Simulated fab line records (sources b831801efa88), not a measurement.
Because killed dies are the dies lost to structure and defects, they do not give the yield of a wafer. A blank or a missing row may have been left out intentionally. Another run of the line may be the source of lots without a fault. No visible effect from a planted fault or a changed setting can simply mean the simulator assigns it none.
Matching of chambers | flow sky130 | 4 sister chambers for SKY_VIA1_ETCH_15 on rieDiel-02
The step etches SiO2 in C4F8/O2/Ar, stops on TiN, target depth 351 nm, time 54 s. 4 wafers are shown with their chamber, then 8 later ones without.

## EACH WAFER AND ITS CHAMBER
wafer  | chamber | oesProductAu (a.u.)
L085.1 | 0       | 0.987
L085.2 | 1       | 0.979
L085.3 | 3       | 0.975
L085.4 | 2       | 0.987

## WAFERS WHOSE CHAMBER IS MISSING
wafer  | oesProductAu (a.u.)
L085.5 | 0.979
L085.6 | 0.990
L088.1 | 0.985
L088.3 | 0.985
L088.4 | 0.987
L096.1 | 0.992
L096.4 | 0.986
L096.6 | 0.988

## EACH ONE'S CHAMBER
wafer  | from the rows above          | in truth
L085.5 | can't be placed: 1 or 3      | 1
L085.6 | can't be placed: 0 or 2      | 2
L088.1 | can't be placed: 0 or 2 or 1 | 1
L088.3 | can't be placed: 0 or 2 or 1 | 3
L088.4 | can't be placed: 0 or 2      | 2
L096.1 | can't be placed: 0 or 2      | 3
L096.4 | can't be placed: 0 or 2      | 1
L096.6 | can't be placed: 0 or 2      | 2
Correctly placed: 0 of 8. These rows do not allow placing 8 (true chamber among the candidates in 5). 0 placed wrongly.
How it was worked out, from the rows above alone: a wafer's distance from a chamber is the root of the sum, over the readings, of the square of ((its reading less the chamber's mean) divided by the reading's scatter). The wafer belongs to the nearest chamber; if the next one is less than 2 further off, it can't be placed. Each chamber's mean is taken over the wafers shown for it. The scatter: with one shown wafer a chamber, the root of the mean of the squares of how far each hidden wafer lies from its nearest shown one.
